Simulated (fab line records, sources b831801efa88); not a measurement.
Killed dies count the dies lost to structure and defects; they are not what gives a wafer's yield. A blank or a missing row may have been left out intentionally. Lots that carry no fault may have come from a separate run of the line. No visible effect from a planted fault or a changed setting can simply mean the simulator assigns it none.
fab line records	flow sky130
[record] lots = 12	wafers = 36	last_day = 50
route steps=708 shown METAL4@632 VIA4@641 PASSIVATION@683 PAD_OPEN@708
lots with no fault: from the same line, run without faults
start_h: start of the lot's first displayed wafer, in hours after the record's first day	wait_h: hours since the lot's step before	" repeats the value in the row above	L1.1+2: several wafers, shown together as one row	- either no value or no given start	* or withheld: withheld	< > ~ a bound
route shown NAME@n: NAME is a module with steps in the file, n the number in the route of the first one	usual: mean/standard deviation taken from wafers without a fault	same: alike in all rows	chamber/n: place in a boat	sites: each site's reading	_std_site: standard deviation of those values	_edge_site: outer sites' mean less inner sites'	radius_mm: how far each site lies from the wafer's centre	mask NAME#n: copy n	behind: tool/chamber where the wafer was last shaped	hold: cause of the lot's hold/its duration in hours/its outcome	device: the n, p or np transistor that did not switch	end of line: tests run on the same wafers once the route is complete	a step without rows: its recipe alone	killed: dies lost to structure and defects at the first sort, not the wafer's yield	map: a wafer's dies, marking killed ones x, the rest . and places with no die _
set.NAME: the setting that was run; set.NAME@STEP: the one run at that earlier step	model.NAME: the simulator's own value behind a step, which no gauge read
the route's steps for a sample of lots (tables are steps, rows are wafers)
services: a tool's chamber out of use, with start hour (start_h, from the record's first day; less than 0 if before it), hours out, and reason
[[steps]]
[step SKY_METAL4_ETCH_16]
[recipe] chemistry = N2/H2	target = BARC	ion_energy_ev = 200	bias_w = 100	pressure_mtorr = 30	n2_flow_sccm = 100	h2_flow_sccm = 200	icp_w = 500	stop_on = SiO2	time_s = 88.2	target_depth_a = 600
[usual] drypump_motor_current_A = 6.0/0.46	oes_product_au = 0.626/0.0045	throttle_valve_pct = 13.205/0.0086
lot.wafer	tool	chamber	start_h	wait_h	drypump_motor_current_A	oes_product_au	rf_hours_counter_h	throttle_valve_pct
L183.2	rie_metal-02	0	960.02	0.0	6.8	0.622	14	13.203
L183.4	"	0	"	"	6.8	0.628	-	13.197
L183.6	"	0	"	"	6.8	0.625	-	13.196
L185.1	rie_metal-04	0	984.82	0.0	6.5	0.626	11	13.212
L185.3	"	1	"	"	5.1	0.630	-	13.216
L185.5	"	0	"	"	6.5	0.626	-	13.198
L188.2	rie_metal-02	1	1017.72	0.0	5.7	0.634	17	13.189
L188.3	"	1	"	"	5.7	0.624	-	13.200
L188.4	"	0	"	"	6.8	0.623	-	13.200
L190.2	rie_metal-04	0	1019.74	0.1	6.5	0.618	-	13.196
L190.5	"	0	"	"	6.5	0.627	-	13.186
L190.6	"	0	"	"	6.5	0.627	-	13.199
L192.3	rie_metal-04	0	1031.22	0.1	6.5	0.622	-	13.225
L192.4	"	0	"	"	6.5	0.621	-	13.200
L192.6	"	0	"	"	6.5	0.627	-	13.188
L195.1	rie_metal-03	0	1052.13	0.0	6.0	0.623	11	13.203
L195.3	"	0	"	"	6.0	0.624	-	13.195
L195.5	"	0	"	"	6.0	0.626	-	13.189
L196.1	rie_metal-02	0	1053.37	0.0	6.8	0.620	20	13.206
L196.3	"	1	"	"	5.7	0.624	-	13.213
L196.6	"	1	"	"	5.7	0.618	-	13.216
L197.3	rie_metal-03	1	1060.06	0.0	5.6	0.627	-	13.198
L197.5	"	1	"	"	5.7	0.634	-	13.200
L197.6	"	0	"	"	6.0	0.630	-	13.204
L198.1	rie_metal-03	1	1087.43	0.0	5.6	0.621	16	13.205
L198.2	"	0	"	"	6.0	0.627	14	13.203
L198.4	"	0	"	"	6.0	0.629	-	13.202
L205.1	rie_metal-03	0	1108.78	0.0	6.0	0.625	16	13.227
L205.4	"	1	"	"	5.6	0.624	-	13.210
L205.6	"	1	"	"	5.6	0.620	-	13.218
L204.1	rie_metal-02	1	1109.48	0.0	5.7	0.626	26	13.212
L204.2	"	0	"	"	6.8	0.629	23	13.200
L204.3	"	1	"	"	5.7	0.629	-	13.205
L206.2	rie_metal-04	0	1121.53	0.0	6.5	0.621	21	13.200
L206.5	"	1	"	"	5.1	0.625	-	13.199
L206.6	"	0	"	"	6.5	0.624	-	13.213
[step SKY_VIA4_CMP_02]
[recipe] material = SiO2	down_force_psi = 4	platen_rpm = 60	pad_velocity_m_s = 0.94248
[usual] motor_current_A = 12.2/1.1
lot.wafer	tool	chamber	start_h	wait_h	motor_current_A
L183.4	cmp-01	1	961.30	0.1	12.9
L183.2	"	2	"	"	13.8
L183.6	"	0	"	"	10.7
L185.1	cmp-02	1	986.46	0.1	11.8
L185.3	"	2	"	"	11.2
L185.5	"	0	"	"	11.1
L188.2	cmp-02	1	1019.20	0.0	12.7
L188.3	"	3	"	"	12.8
L188.4	"	0	"	"	11.2
L190.2	cmp-02	3	1020.93	0.0	13.1
L190.6	"	3	"	"	13.3
L190.5	"	0	"	"	11.0
L192.3	cmp-02	0	1032.47	0.0	10.8
L192.4	"	2	"	"	10.9
L192.6	"	0	"	"	10.9
L195.1	cmp-01	1	1053.76	0.1	13.1
L195.3	"	0	"	"	12.0
L195.5	"	2	"	"	14.3
L196.1	cmp-02	3	1054.96	0.1	13.2
L196.3	"	1	"	"	12.3
L196.6	"	3	"	"	13.2
L197.3	cmp-02	1	1061.28	0.1	11.7
L197.5	"	3	"	"	14.4
L197.6	"	0	"	"	11.3
L198.4	cmp-02	3	1088.79	0.1	13.4
L198.1	"	0	"	"	11.1
L198.2	"	1	"	"	12.4
L205.4	cmp-01	3	1109.91	0.0	11.9
L205.1	"	0	"	"	11.4
L205.6	"	3	"	"	11.5
L204.2	cmp-02	1	1110.60	0.0	11.8
L204.1	"	2	"	"	11.4
L204.3	"	3	"	"	12.6
L206.2	cmp-02	1	1123.58	0.3	12.4
L206.5	"	1	"	"	12.4
L206.6	"	2	"	"	10.8
[step SKY_VIA4_OVL_MEAS_11]
[usual] VIA4_OVL = -0.3/1.2
lot.wafer	tool	chamber	start_h	wait_h	VIA4_OVL[nm]
L183.2	overlay-02	-	984.65	0.1	0.6
L183.4	"	-	"	"	1.0
L183.6	"	-	"	"	0.7
L185.1	overlay-02	-	1009.84	0.1	0.6
L185.3	"	-	"	"	2.4
L185.5	"	-	"	"	-0.1
L188.2	overlay-02	-	1042.69	0.1	1.5
L188.3	"	-	"	"	1.0
L188.4	"	-	"	"	1.7
L190.2	overlay-01	-	1044.30	0.1	-2.4
L190.5	"	-	"	"	-1.8
L190.6	"	-	"	"	-0.4
L192.3	overlay-01	-	1054.80	0.1	-0.5
L192.4	"	-	"	"	-0.1
L192.6	"	-	"	"	-1.1
L195.1	overlay-01	-	1074.04	0.1	1.1
L195.3	"	-	"	"	-0.5
L195.5	"	-	"	"	-0.8
L196.1	overlay-01	-	1075.49	0.1	-0.3
L196.3	"	-	"	"	-2.3
L196.6	"	-	"	"	-1.9
L197.3	overlay-02	-	1082.16	0.1	-0.3
L197.5	"	-	"	"	-1.3
L197.6	"	-	"	"	-2.0
L198.1	overlay-01	-	1107.34	0.1	0.1
L198.2	"	-	"	"	0.6
L198.4	"	-	"	"	1.5
L205.1	overlay-02	-	1129.44	0.1	0.1
L205.4	"	-	"	"	0.5
L205.6	"	-	"	"	-0.1
L204.1	overlay-01	-	1129.74	0.1	1.5
L204.2	"	-	"	"	2.1
L204.3	"	-	"	"	2.6
L206.2	overlay-01	-	1142.59	0.1	-1.3
L206.5	"	-	"	"	-1.9
L206.6	"	-	"	"	-2.1
[step SKY_PASSIVATION_CVD_02]
[recipe] material = Si3N4	target_thk_nm = 540	temp_c = 400	time_s = withheld	rf_w = 450
[usual] heater_power_w = 730/120
lot.wafer	tool	chamber	start_h	wait_h	heater_power_w
L183.2	pecvd-03	1	1010.29	0.0	702
L183.4	"	2	"	"	784
L183.6	"	0	"	"	708
L185.1	pecvd-03	1	1035.19	0.1	632
L185.3	"	0	"	"	615
L185.5	"	1	"	"	646
L188.2	pecvd-04	2	1065.74	0.0	638
L188.3	"	0	"	"	720
L188.4	"	2	"	"	641
L190.2	pecvd-02	0	1066.93	0.0	924
L190.5	"	0	"	"	952
L190.6	"	1	"	"	699
L192.3	pecvd-02	0	1077.54	0.0	986
L192.4	"	1	"	"	663
L192.6	"	2	"	"	690
L195.1	pecvd-03	2	1098.11	0.1	800
L195.3	"	0	"	"	639
L195.5	"	0	"	"	692
L196.1	pecvd-04	2	1098.89	0.1	631
L196.3	"	1	"	"	713
L196.6	"	2	"	"	636
L197.3	pecvd-02	0	1104.04	0.0	1007
L197.5	"	0	"	"	1073
L197.6	"	2	"	"	567
L198.1	pecvd-03	2	1129.22	0.1	718
L198.2	"	1	"	"	639
L198.4	"	2	"	"	789
L205.1	pecvd-03	1	1149.53	0.1	709
L205.4	"	0	"	"	722
L205.6	"	1	"	"	709
L204.1	pecvd-02	0	1149.62	0.1	957
L204.2	"	1	"	"	705
L204.3	"	2	"	"	593
L206.2	pecvd-04	2	1162.52	0.0	608
L206.5	"	1	"	"	662
L206.6	"	0	"	"	672
[step SKY_PAD_OPEN_PROBE_99]
[usual] defect_limited_yield = 82.6/1.8	killed_at_M0_to_M3 = 44/6.5	killed_at_M4_up = 3.3/1.9	killed_at_contacts = 23/4.7	killed_at_front_end = 15/4.5	killed_at_other = 0.2/0.52	killed_dies = 86/8.9	killed_open = 47/6.8	killed_short = 39/6.1	sort_bin_3_pad_short = 0.8/0.44	sort_bin_5_function = 10.3/1.4	sort_bin_6_memory = 6.3/1.1	sort_n_pass = 406/8.9	sort_yield_pct = 82.6/1.8
[same] gross_dies = 492	killed_at_back_side = 0	sort_bin_4_leakage[%] = 0	sort_bin_8_speed[%] = 0
lot.wafer	tool	chamber	start_h	wait_h	defect_limited_yield[%]	killed_at_M0_to_M3	killed_at_M4_up	killed_at_contacts	killed_at_front_end	killed_at_other	killed_dies	killed_open	killed_short	sort_bin_3_pad_short[%]	sort_bin_5_function[%]	sort_bin_6_memory[%]	sort_n_pass	sort_yield_pct[%]
L190.2	prober-02	-	1108.11	0.1	79.9	44	23	18	13	1	99	40	41	1.6	12.8	5.7	393	79.9
L190.5	prober-02	-	1108.26	0.2	81.7	37	21	22	10	0	90	39	35	1.4	9.3	7.5	402	81.7
L190.6	prober-02	-	1108.31	0.2	78.9	50	19	21	14	0	104	43	45	2.0	12.0	7.1	388	78.9
L192.3	prober-02	-	1119.68	0.2	81.9	32	22	21	14	0	89	41	29	1.6	9.8	6.7	403	81.9
L192.4	prober-02	-	1119.73	0.2	79.7	48	23	13	16	0	100	47	37	1.8	12.8	5.7	392	79.7
L192.6	prober-02	-	1119.83	0.2	81.3	26	18	20	27	1	92	38	37	2.6	11.2	4.9	400	81.3
L195.1	prober-01	-	1138.76	0.1	85.8	38	2	22	8	0	70	40	30	0.4	9.3	4.5	422	85.8
L195.3	prober-01	-	1138.86	0.2	79.7	51	3	29	17	0	100	48	52	1.6	9.6	9.1	392	79.7
L195.5	prober-01	-	1138.96	0.2	83.9	44	1	21	12	1	79	46	33	1.0	9.6	5.5	413	83.9
L196.1	prober-02	-	1139.14	0.1	80.9	40	2	37	15	0	94	60	34	0.6	12.2	6.3	398	80.9
L196.3	prober-02	-	1139.24	0.2	82.1	49	4	18	17	0	88	42	46	0.6	9.6	7.7	404	82.1
L196.6	prober-02	-	1139.39	0.2	84.6	39	2	25	10	0	76	39	37	1.4	7.3	6.7	416	84.6
L197.3	prober-01	-	1144.42	0.2	82.5	44	5	20	17	0	86	48	38	0.8	11.0	5.7	406	82.5
L197.5	prober-01	-	1144.52	0.2	86.0	38	2	13	16	0	69	41	28	0	8.7	5.3	423	86.0
L197.6	prober-01	-	1144.57	0.2	84.3	37	3	27	10	0	77	45	32	0.2	9.6	5.9	415	84.3
L198.1	prober-01	-	1166.10	0.1	83.3	42	5	22	13	0	82	50	32	0.2	10.2	6.3	410	83.3
L198.2	prober-01	-	1166.15	0.1	84.6	32	3	27	14	0	76	41	35	0.6	9.3	5.5	416	84.6
L198.4	prober-01	-	1166.25	0.2	83.9	34	4	29	12	0	79	42	37	1.2	9.1	5.7	413	83.9
L205.1	prober-02	-	1185.71	0.1	83.9	44	1	19	15	0	79	40	39	1.2	9.8	5.1	413	83.9
L205.4	prober-02	-	1185.86	0.2	83.1	44	3	25	10	1	83	49	34	0.4	10.4	6.1	409	83.1
L205.6	prober-02	-	1185.96	0.2	82.3	49	2	28	8	0	87	41	46	1.0	10.8	5.9	405	82.3
L204.1	prober-01	-	1186.41	0.1	83.9	41	0	26	12	0	79	39	40	0.8	9.8	5.5	413	83.9
L204.2	prober-01	-	1186.46	0.1	81.7	45	4	26	14	1	90	49	41	0.6	11.8	5.9	402	81.7
L204.3	prober-01	-	1186.51	0.2	83.1	46	3	18	16	0	83	45	38	1.0	10.4	5.5	409	83.1
L206.2	prober-01	-	1197.51	0.1	82.9	44	4	25	11	0	84	48	36	0.6	9.6	6.9	408	82.9
L206.5	prober-01	-	1197.66	0.2	83.9	39	5	25	10	0	79	42	37	1.6	8.5	5.9	413	83.9
L206.6	prober-01	-	1197.71	0.2	84.1	38	5	23	10	2	78	45	33	0.2	8.5	7.1	414	84.1
// killed by level:class
L190.2 METAL4:unspecified=18 VIA2:geometric_particle:open=13 CONTACT:geometric_particle:open=9 METAL1:geometric_particle:short=7 METAL2:geometric_particle:short=7 VIA1:geometric_particle:open=5 POLY_GATE:geometric_particle:short=4 LOCAL_INTERCONNECT:geometric_particle:short=4
L190.5 METAL4:unspecified=16 CONTACT:geometric_particle:open=9 VIA1:geometric_particle:open=9 LI_CONTACT:geometric_particle:open=5 METAL2:geometric_particle:short=5 VIA3:geometric_particle:open=5 METAL4:geometric_particle:short=5 LI_CONTACT:geometric_particle:short=4
L190.6 METAL4:unspecified=16 VIA1:geometric_particle:open=12 CONTACT:geometric_particle:open=7 VIA2:geometric_particle:short=7 VIA2:geometric_particle:open=7 METAL1:geometric_particle:short=6 POLY_GATE:geometric_particle:short=5 LI_CONTACT:geometric_particle:open=5
L192.3 METAL4:unspecified=19 CONTACT:geometric_particle:open=9 VIA1:geometric_particle:open=7 CONTACT:geometric_particle:short=5 VIA2:geometric_particle:short=5 FIELD_ISO:geometric_particle:open=4 POLY_GATE:geometric_particle:open=4 LI_CONTACT:geometric_particle:open=4
L192.4 METAL4:unspecified=16 VIA1:geometric_particle:open=11 METAL2:geometric_particle:short=6 VIA3:geometric_particle:open=6 FIELD_ISO:geometric_particle:open=5 VIA1:geometric_particle:short=5 POLY_GATE:geometric_particle:short=5 VIA2:geometric_particle:open=5
L192.6 METAL4:unspecified=17 FIELD_ISO:geometric_particle:open=9 FIELD_ISO:geometric_particle:short=9 LI_CONTACT:geometric_particle:open=8 VIA3:geometric_particle:open=7 CONTACT:geometric_particle:short=5 VIA2:geometric_particle:short=5 VIA1:geometric_particle:open=3
L195.1 VIA3:geometric_particle:open=10 CONTACT:geometric_particle:open=10 VIA1:geometric_particle:short=7 LI_CONTACT:geometric_particle:open=6 VIA1:geometric_particle:open=5 FIELD_ISO:geometric_particle:short=3 POLY_GATE:geometric_particle:open=3 LOCAL_INTERCONNECT:geometric_particle:short=3
L195.3 VIA1:geometric_particle:open=14 METAL1:geometric_particle:short=11 POLY_GATE:geometric_particle:open=7 LOCAL_INTERCONNECT:geometric_particle:short=7 LI_CONTACT:geometric_particle:open=6 LI_CONTACT:geometric_particle:short=6 VIA3:geometric_particle:open=6 CONTACT:geometric_particle:open=5
L195.5 VIA1:geometric_particle:open=13 CONTACT:geometric_particle:open=9 FIELD_ISO:geometric_particle:open=5 VIA1:geometric_particle:short=5 METAL2:geometric_particle:short=5 VIA2:geometric_particle:short=5 VIA3:geometric_particle:open=5 LI_CONTACT:geometric_particle:open=4
L196.1 CONTACT:geometric_particle:open=18 LI_CONTACT:geometric_particle:open=9 VIA1:geometric_particle:open=9 VIA3:geometric_particle:open=8 LOCAL_INTERCONNECT:geometric_particle:short=7 VIA1:geometric_particle:short=7 POLY_GATE:geometric_particle:short=4 POLY_GATE:geometric_particle:open=4
L196.3 VIA1:geometric_particle:open=11 METAL2:geometric_particle:short=11 CONTACT:geometric_particle:open=7 VIA3:geometric_particle:short=7 FIELD_ISO:geometric_particle:short=5 LI_CONTACT:geometric_particle:open=5 POLY_GATE:geometric_particle:short=4 METAL3:geometric_particle:short=4
L196.6 CONTACT:geometric_particle:short=8 VIA1:geometric_particle:open=8 METAL1:geometric_particle:short=7 VIA2:geometric_particle:open=7 CONTACT:geometric_particle:open=6 LOCAL_INTERCONNECT:geometric_particle:short=5 METAL2:geometric_particle:short=5 VIA1:geometric_particle:short=4
L197.3 VIA3:geometric_particle:open=9 VIA2:geometric_particle:open=9 VIA1:geometric_particle:open=8 FIELD_ISO:geometric_particle:short=6 CONTACT:geometric_particle:open=6 METAL1:geometric_particle:short=6 LOCAL_INTERCONNECT:geometric_particle:short=4 LI_CONTACT:geometric_particle:short=4
L197.5 VIA1:geometric_particle:open=10 VIA2:geometric_particle:open=6 FIELD_ISO:geometric_particle:short=5 LI_CONTACT:geometric_particle:open=4 CONTACT:geometric_particle:open=4 METAL1:geometric_particle:open=4 VIA2:geometric_particle:short=4 FIELD_ISO:geometric_particle:open=3
L197.6 VIA2:geometric_particle:open=8 LI_CONTACT:geometric_particle:open=8 CONTACT:geometric_particle:open=8 CONTACT:geometric_particle:short=6 VIA1:geometric_particle:open=5 FIELD_ISO:geometric_particle:open=4 VIA3:geometric_particle:open=4 METAL2:geometric_particle:short=4
L198.1 CONTACT:geometric_particle:open=9 VIA1:geometric_particle:open=8 POLY_GATE:geometric_particle:open=7 LI_CONTACT:geometric_particle:open=7 METAL2:geometric_particle:short=7 METAL1:geometric_particle:short=6 VIA3:geometric_particle:open=6 VIA2:geometric_particle:open=5
L198.2 CONTACT:geometric_particle:open=9 VIA1:geometric_particle:open=8 LI_CONTACT:geometric_particle:open=7 METAL2:geometric_particle:short=6 LOCAL_INTERCONNECT:geometric_particle:short=5 VIA3:geometric_particle:open=5 POLY_GATE:geometric_particle:short=4 SPACER:geometric_particle:open=4
L198.4 CONTACT:geometric_particle:open=14 VIA1:geometric_particle:open=8 LI_CONTACT:geometric_particle:open=5 METAL2:geometric_particle:short=5 CONTACT:geometric_particle:short=4 METAL1:geometric_particle:short=4 VIA1:geometric_particle:short=4 VIA2:geometric_particle:open=4
L205.1 VIA1:geometric_particle:open=8 CONTACT:geometric_particle:open=8 METAL1:geometric_particle:short=8 FIELD_ISO:geometric_particle:open=6 METAL2:geometric_particle:short=6 VIA3:geometric_particle:open=6 VIA1:geometric_particle:short=5 FIELD_ISO:geometric_particle:short=4
L205.4 VIA1:geometric_particle:open=10 VIA2:geometric_particle:open=9 CONTACT:geometric_particle:open=7 LOCAL_INTERCONNECT:geometric_particle:short=6 VIA3:geometric_particle:open=6 LI_CONTACT:geometric_particle:open=5 POLY_GATE:geometric_particle:open=4 METAL1:geometric_particle:short=4
L205.6 VIA1:geometric_particle:open=14 VIA2:geometric_particle:open=9 LOCAL_INTERCONNECT:geometric_particle:short=8 CONTACT:geometric_particle:short=8 METAL2:geometric_particle:short=6 METAL1:geometric_particle:short=6 LI_CONTACT:geometric_particle:open=5 VIA1:geometric_particle:short=5
L204.1 CONTACT:geometric_particle:open=10 VIA3:geometric_particle:open=9 VIA1:geometric_particle:open=7 METAL2:geometric_particle:short=6 FIELD_ISO:geometric_particle:short=5 LI_CONTACT:geometric_particle:open=5 LI_CONTACT:geometric_particle:short=5 VIA2:geometric_particle:open=5
L204.2 VIA1:geometric_particle:open=14 CONTACT:geometric_particle:open=10 POLY_GATE:geometric_particle:short=7 LI_CONTACT:geometric_particle:open=7 VIA2:geometric_particle:open=6 METAL2:geometric_particle:short=5 VIA3:geometric_particle:open=5 VIA2:geometric_particle:short=4
L204.3 VIA1:geometric_particle:open=9 VIA3:geometric_particle:open=9 METAL1:geometric_particle:short=7 FIELD_ISO:geometric_particle:open=5 CONTACT:geometric_particle:open=5 VIA2:geometric_particle:open=5 POLY_GATE:geometric_particle:short=4 CONTACT:geometric_particle:short=4
L206.2 VIA1:geometric_particle:open=10 VIA3:geometric_particle:open=7 LI_CONTACT:geometric_particle:open=6 LOCAL_INTERCONNECT:geometric_particle:short=6 CONTACT:geometric_particle:open=6 VIA2:geometric_particle:open=6 POLY_GATE:geometric_particle:open=5 METAL2:geometric_particle:short=5
L206.5 VIA1:geometric_particle:open=9 LI_CONTACT:geometric_particle:open=7 VIA2:geometric_particle:open=7 CONTACT:geometric_particle:open=6 CONTACT:geometric_particle:short=6 VIA1:geometric_particle:short=6 METAL2:geometric_particle:short=4 LI_CONTACT:geometric_particle:short=3
L206.6 CONTACT:geometric_particle:open=10 VIA3:geometric_particle:open=7 VIA1:geometric_particle:open=6 VIA1:geometric_particle:short=6 LI_CONTACT:geometric_particle:open=4 LOCAL_INTERCONNECT:geometric_particle:short=4 POLY_GATE:geometric_particle:open=3 CONTACT:geometric_particle:short=3
[[services]]
tool	chamber	start_h	hours	kind
rie_metal-02	-	939.00	2.8	pm
pecvd-03	-	940.70	0.5	repair
rie_metal-02	-	947.20	3.2	repair
pecvd-04	-	969.40	2.3	repair
pecvd-02	0	972.60	1.9	repair
rie_metal-04	1	1002.82	45.7	repair
pecvd-04	-	1007.77	0.5	repair
cmp-02	-	1008.26	5.1	pm
cmp-02	-	1023.48	5.5	repair
rie_metal-04	-	1044.53	14.6	pm
rie_metal-03	-	1052.25	0.3	repair
pecvd-03	1	1058.54	2.1	scheduled_down
cmp-01	-	1073.52	3.4	pm
cmp-01	-	1084.03	4.0	pm
rie_metal-02	0	1085.63	14.8	repair
rie_metal-03	-	1086.03	0.8	repair
pecvd-02	2	1086.84	2.1	scheduled_down
cmp-01	-	1088.03	-	consumable_replace:conditioner
cmp-02	-	1097.44	2.2	repair
cmp-01	-	1104.35	0.3	repair
pecvd-04	-	1116.66	5.5	pm
pecvd-03	-	1118.72	6.0	pm
rie_metal-04	0	1129.41	16.7	repair
cmp-01	-	1134.86	4.5	pm
[[key]]
[first_sign] step = SKY_PAD_OPEN_PROBE_99	reading = killed_at_M4_up	direction = up	sigmas = 9.3	usual = 3.3	struck = 21
[effect] step = SKY_PAD_OPEN_PROBE_99	reading = sort_bin_3_pad_short	direction = up	sigmas = 2.3	usual = 0.8	struck = 1.9	wafers_moved = 4
met_at SKY_METAL4_ETCH_16
struck_lots L190,L192
struck_wafers L190.2,L190.5,L190.6,L192.3,L192.4,L192.6
not_acting_at SKY_VIA4_CMP_02,SKY_VIA4_OVL_MEAS_11,SKY_PASSIVATION_CVD_02
onset_between 984.82 1019.74
[fault] kind = chamber_particle_source	tool = rie_metal-04	chamber = 0	onset_h = 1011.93	steps = SKY_METAL4_ETCH_16	rate_per_visit_cm2 = 2.1729	end_h = 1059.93
